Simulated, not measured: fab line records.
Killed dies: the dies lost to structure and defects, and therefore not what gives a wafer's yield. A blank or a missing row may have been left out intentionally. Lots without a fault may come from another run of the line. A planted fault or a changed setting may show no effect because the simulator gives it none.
Code-filled problem report in 8D (eight disciplines) form | flow sky130 | the parts of the form that need people (team, actions taken, sign-off) are left out

## 1. THE ISSUE
METAL5_ALCU_RS at SKY_METAL5_RS_MEAS_05 reads a mean of 0.01977 ohm/sq on 4 wafers of 3 lots; wafers without a fault read 0.02721 ohm/sq with a standard deviation of 0.00028. That is -27 standard deviations from the usual mean.
The step: measures by four-point-probe.
The first sign was on wafer L237.3 at day 46 12:38, on film_metro-02. The record holds 30 wafers of 10 lots with a number at this step. Rule for "out", or "out of limits": more than 4 standard deviations from the usual mean. All remaining wafers that have a number are taken as sound.

## 2. WHAT IT IS AND WHAT IT IS NOT
question                    | is                                          | is not
which readings at this step | METAL5_ALCU_RS                              | -
which lots                  | L237, L239, L240                            | L228, L229, L232, L242, L244, L246, L248
which wafers of those lots  | L237.3, L237.6, L239.3, L240.3              | L237.1, L239.4, L239.5, L240.1, L240.4
read on which gauges        | film_metro-02, film_metro-03, film_metro-04 | -
when                        | from day 46 12:38                           | up to then (10 sound wafers); but 16 sound wafers of L239, L240, L242, L244, L246, L248 came after

## 3. THE SUSPECTS, EACH WITH WHAT RULES IT OUT
Counting: a tool at a process step up to the reading stays a suspect if it ran every lot that is out. Sound lots after the first of them don't rule it out here, since some wafers of a struck lot are sound.
- ruled out: the gauge at SKY_METAL5_RS_MEAS_05. 3 gauges (film_metro-02, film_metro-03, film_metro-04) read the wafers that are out.
- pvd_sputter-02 at SKY_METAL5_SPUTTER_02 (material AlCu, target thk 1150 nm, time 61.2 s): kept. It ran every lot that is out, first L237 (day 46 12:31); its last sound lot up to then is L229 (day 44 02:08).
The count leaves pvd_sputter-02 at SKY_METAL5_SPUTTER_02.

## 4. THE CAUSE (what the simulator had put in)
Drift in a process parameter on pvd_sputter-02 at SKY_METAL5_SPUTTER_02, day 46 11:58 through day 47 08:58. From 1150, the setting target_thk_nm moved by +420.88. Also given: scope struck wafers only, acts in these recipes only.
Counting left only this tool.

## 5. THE EFFECT CHAIN, in route order
Each row: a reading whose mean over the struck wafers that have a number lies more than 3 standard deviations from the usual. Only readings for which the record gives a usual standard deviation are gone through. hours: the time from each lot's start at the first step in this table that gives one to its start at this step, as a median over the lots. sigmas: the change in usual standard deviations.
hours | step                     | reading              | usual          | on struck wafers | change   | sigmas
0     | SKY_METAL5_RS_MEAS_05    | METAL5_ALCU_RS       | 0.02721 ohm/sq | 0.01977          | -0.00744 | -27
4     | SKY_METAL5_THK_MEAS_06   | METAL5_ALCU_THK      | 1164 nm        | 1590             | +426     | +30
20    | SKY_METAL5_METAL_ETCH_15 | oes_product_au       | 0.895 a.u.     | 1.016            | +0.121   | +23
63    | SKY_PAD_OPEN_PROBE_99    | defect_limited_yield | 82.5 %         | 0.1              | -82.5    | -43
63    | SKY_PAD_OPEN_PROBE_99    | killed_at_M4_up      | 3.0            | 412.5            | +409.5   | +99 or more
63    | SKY_PAD_OPEN_PROBE_99    | killed_dies          | 86             | 492              | +406     | +42
63    | SKY_PAD_OPEN_PROBE_99    | killed_on_rim        | 17             | 96               | +79      | +22
63    | SKY_PAD_OPEN_PROBE_99    | sort_bin_5_function  | 10.3 %         | 91.9             | +81.6    | +54
63    | SKY_PAD_OPEN_PROBE_99    | sort_n_pass          | 406            | 0                | -406     | -42
63    | SKY_PAD_OPEN_PROBE_99    | sort_yield_pct       | 82.5 %         | 0.1              | -82.5    | -43
The process steps in it:
- SKY_METAL5_METAL_ETCH_15: etches the open film in Cl2/BCl3, stops on SiO2, target depth 1260 nm, time 252 s.
- SKY_PAD_OPEN_PROBE_99

## 6. WHAT WOULD HAVE CAUGHT IT SOONER
In this record the first reading out of limits at a measuring or inspecting step was taken at day 46 12:38, 1 hour after the fault began at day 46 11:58.
An alarm limit of 4 standard deviations would not have fired on the tool readings at SKY_METAL5_SPUTTER_02 for which the record gives a usual standard deviation, since none of them was out on any struck wafer.
Among the 3 lots that are out, L239, L240 began SKY_METAL5_SPUTTER_02 on pvd_sputter-02 after day 46 12:38. A hold on the tool at that time would have spared those 2.
